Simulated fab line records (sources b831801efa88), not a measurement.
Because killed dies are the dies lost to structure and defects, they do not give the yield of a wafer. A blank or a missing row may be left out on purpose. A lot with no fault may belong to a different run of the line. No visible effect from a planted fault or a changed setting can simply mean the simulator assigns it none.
Which tool did it?	flow sky130	18 wafers sampled from 6 lots at 1 step of a route of 708

== WHAT THE GAUGES READ, wafer by wafer ==
SKY_POLY_GATE_CD_MEAS_13: target cd 150 nm.
lot	measured	on	cd_nm (nm)
L209	day 16 23:08	cd_sem-02	150.5 150.1 150.8
L215	day 19 11:06	cd_sem-02	151.8 152.2 150.8
L219	day 20 21:48	cd_sem-02	149.9 149.4 149.4
L223	day 22 07:46	cd_sem-01	148.9 149.3 149.0
L225	day 23 03:25	cd_sem-02	149.9 149.7 149.5
L228	day 23 22:30	cd_sem-02	147.7 149.0 148.7

== EACH LOT AND THE TOOL THAT RAN IT (in order: tool; ch and the chambers of the sampled wafers; start) ==
The record holds no process step before these readings.

== THE ANSWER, worked out from the rows above alone ==
Rule: the usual values come from the lots themselves. Put in order of their means at a reading, lots are off if they are a third of the lots or fewer, leave a main group of 4 or more, and stand apart from it by a gap of 3 or more times the standard deviation of the main group's means; of several such gaps the widest counts. A main group is skipped when, at the precision printed for the reading in the tables above, its means are all equal. Also off: a lot with no number at a reading for which 4 or more lots have one. Any other lot the step has rows for is counted as sound.
Nothing can be told from this: no lot is off at any reading shown.

== WHAT HAD BEEN PUT IN BY THE SIMULATOR ==
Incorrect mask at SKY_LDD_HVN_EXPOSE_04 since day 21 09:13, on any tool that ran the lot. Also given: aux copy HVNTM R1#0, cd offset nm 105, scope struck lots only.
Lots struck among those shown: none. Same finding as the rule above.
